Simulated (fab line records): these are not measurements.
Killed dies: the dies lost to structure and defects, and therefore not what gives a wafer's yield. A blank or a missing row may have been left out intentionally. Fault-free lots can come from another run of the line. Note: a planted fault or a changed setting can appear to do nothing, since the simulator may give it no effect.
Which tool was responsible? | flow gf180mcu | 10 lots, 30 wafers sampled, at 3 steps of a route of 602

## WHAT THE GAUGES SHOWED, per wafer
GF_NSD_TW_MEAS_12.
lot  | measured     | on            | NSD_TW
L176 | day 14 03:21 | film-metro-04 | 4287 4309 4275
L177 | day 14 14:53 | film-metro-04 | 4313 4285 4301
L184 | day 17 06:30 | film-metro-04 | 4277 4251 4262
L187 | day 18 03:24 | film-metro-04 | 4259 4252 4251
L188 | day 18 12:16 | film-metro-04 | 4253 4249 4237
L192 | day 20 00:02 | film-metro-04 | 4301 4304 4275
L193 | day 20 08:41 | film-metro-02 | 4516 4505 4506
L194 | day 20 15:12 | film-metro-01 | 4479 4499 4490
L195 | day 21 02:52 | film-metro-01 | 4217 4231 4225
L196 | day 21 04:44 | film-metro-01 | 4240 4231 4252

## TOOL THAT RAN EACH LOT (tool first, then ch and the chambers of the sampled wafers, then the start)
lot  | GF_NSD_IMPLANT_09               | GF_NSD_STRIP_11
L176 | implanter-01 ch 0, day 14 02:58 | plasma-asher-03 ch 0,1, day 14 03:14
L177 | implanter-02 ch 0, day 14 14:29 | plasma-asher-03 ch 0,1, day 14 14:47
L184 | implanter-01 ch 0, day 17 06:07 | plasma-asher-02 ch 0,1, day 17 06:23
L187 | implanter-02 ch 0, day 18 03:00 | plasma-asher-03 ch 1, day 18 03:18
L188 | implanter-02 ch 0, day 18 11:52 | plasma-asher-04 ch 0,1, day 18 12:09
L192 | implanter-02 ch 0, day 19 23:38 | plasma-asher-03 ch 0,1, day 19 23:56
L193 | implanter-02 ch 0, day 20 08:18 | plasma-asher-03 ch 0,1, day 20 08:34
L194 | implanter-02 ch 0, day 20 14:51 | plasma-asher-03 ch 0,1, day 20 15:07
L195 | implanter-01 ch 0, day 21 02:28 | plasma-asher-03 ch 0,1, day 21 02:46
L196 | implanter-01 ch 0, day 21 04:20 | plasma-asher-02 ch 0,1, day 21 04:38
- GF_NSD_IMPLANT_09
- GF_NSD_STRIP_11: strips in O2/N2.

## THE ANSWER, worked out from the rows above alone
Rule: usual is defined by the lots themselves. The widest of any qualifying gaps counts: lots, ordered by their means at a reading, are off when they make up no more than a third of the lots, leave a main group of 4 or more, and stand apart from it by 3 or more times the standard deviation of that group's means. Not used: any main group whose means are identical at the precision the tables above print for the reading. A lot without any number at a reading at which 4 lots or more have one is off too. Where the step has rows for the other lots, those lots are counted as sound.
Off: L193, L194, seen at GF_NSD_TW_MEAS_12 (NSD_TW). The main group has a mean of 4264 with a standard deviation of 26.
If a tool, at a process step before that reading, ran all the lots that are off and no sound lot after the first of them, it fits. Gauges at GF_NSD_TW_MEAS_12: tried the same way as those tools. One fits: GF_NSD_IMPLANT_09 on implanter-02. A fault onset in the window from L192 (day 19 23:38, its last sound lot) to L193 (day 20 08:18, its first lot off) fits.

## WHAT HAD BEEN PUT IN BY THE SIMULATOR
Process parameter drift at GF_NSD_IMPLANT_09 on implanter-02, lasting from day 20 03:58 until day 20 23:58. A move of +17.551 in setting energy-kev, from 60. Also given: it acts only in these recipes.
Shown lots that were struck: L193, L194. The rule above found the same.
